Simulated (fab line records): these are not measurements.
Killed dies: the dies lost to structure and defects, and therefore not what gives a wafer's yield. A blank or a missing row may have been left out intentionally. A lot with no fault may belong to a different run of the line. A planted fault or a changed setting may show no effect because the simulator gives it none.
The tool behind it: which one? | flow sky130 | route of 708 steps, sampled at 1 step: 6 lots, 18 wafers

== WHAT EACH GAUGE READ, for each wafer ==
SKY_FIELD_ISO_BOW_MEAS_00.
lot  | measured    | on            | INCOMING_BOW (um)
L170 | day 1 15:00 | film-metro-01 | -12 3 -5
L173 | day 2 06:01 | film-metro-02 | -3 -8 -7
L182 | day 4 03:02 | film-metro-02 | -2 3 -14
L185 | day 4 18:00 | film-metro-04 | -7 5 2
L188 | day 5 09:01 | film-metro-02 | 0 -2 -5
L191 | day 6 00:01 | film-metro-01 | -13 6 -6

== EACH LOT AND THE TOOL THAT RAN IT (in order: tool; ch and the chambers of the sampled wafers; start) ==
The record holds no process step before these readings.

== THE ANSWER, worked out from the rows above alone ==
Rule: usual is defined by the lots themselves. The widest of any qualifying gaps counts: lots, ordered by their means at a reading, are off when they make up no more than a third of the lots, leave a main group of 4 or more, and stand apart from it by 3 or more times the standard deviation of that group's means. If all means in a main group match to the digits the tables above print for the reading, that group is not used. A lot without any number at a reading at which 4 lots or more have one is off too. Any other lot the step has rows for is counted as sound.
No lot is off at any reading shown: from this, nothing can be told.

== WHAT WAS PUT IN BY THE SIMULATOR ==
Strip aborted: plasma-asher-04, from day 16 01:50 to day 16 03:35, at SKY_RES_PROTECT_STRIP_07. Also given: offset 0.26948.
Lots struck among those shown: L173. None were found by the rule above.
